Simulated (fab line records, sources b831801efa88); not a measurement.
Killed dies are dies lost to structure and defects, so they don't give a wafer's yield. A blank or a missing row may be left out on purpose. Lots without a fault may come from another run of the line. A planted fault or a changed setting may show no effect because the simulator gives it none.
One fault seen from 2 desks | flow gf180mcu | each desk has only its own numbers; what lay behind them comes last

THE METROLOGY DESK
What the gauges read, lot by lot, whatever tool the lot ran on: means of the sampled wafers that have a number. A lot is out of limits, marked OUT, if its mean lies more than 4 standard deviations from the usual mean; the brackets give that distance.
Columns: A = cd_nm at GF_CONTACT_CD_MEAS_14, usual 220.4 nm; B = CONTACT_OVL at GF_CONTACT_OVL_MEAS_15, usual 0 nm
lot  | first seen here | A     | B
L216 | day 16 19:59    | 222.0 | 2
L221 | day 18 16:20    | 222.7 | 2
L225 | day 20 04:55    | 220.0 | -2
L226 | day 20 15:05    | 222.6 | 1
L228 | day 21 05:39    | 221.1 | 2
L234 | day 23 09:32    | 219.4 | -2
This desk's finding: nothing out of limits on any of the 6 lots.

THE TOOL OWNER'S DESK: pvd_sputter-03
The tool's own readings at GF_CONTACT_SPUTTER_23 (material TiN, target thk 10 nm, time 40 s): means of the sampled wafers that have a number, for each lot that ran on this tool. A lot is out of limits, marked OUT, if its mean lies more than 4 standard deviations from the usual mean; the brackets give that distance.
Columns: A = throttle_valve_pct at GF_CONTACT_SPUTTER_23, usual 29.6 %
lot  | first seen here | A
L216 | day 16 20:37    | 28.2
L221 | day 18 16:59    | 28.7
L225 | day 20 05:34    | 29.6
L226 | day 20 15:46    | 29.3
L234 | day 23 10:14    | 28.9
This desk's finding: nothing out of limits on any of the 5 lots.

PUT TOGETHER
The metrology desk saw nothing out of limits.
The tool owner's desk saw nothing out of limits.

WHAT THE SIMULATOR HAD PUT IN
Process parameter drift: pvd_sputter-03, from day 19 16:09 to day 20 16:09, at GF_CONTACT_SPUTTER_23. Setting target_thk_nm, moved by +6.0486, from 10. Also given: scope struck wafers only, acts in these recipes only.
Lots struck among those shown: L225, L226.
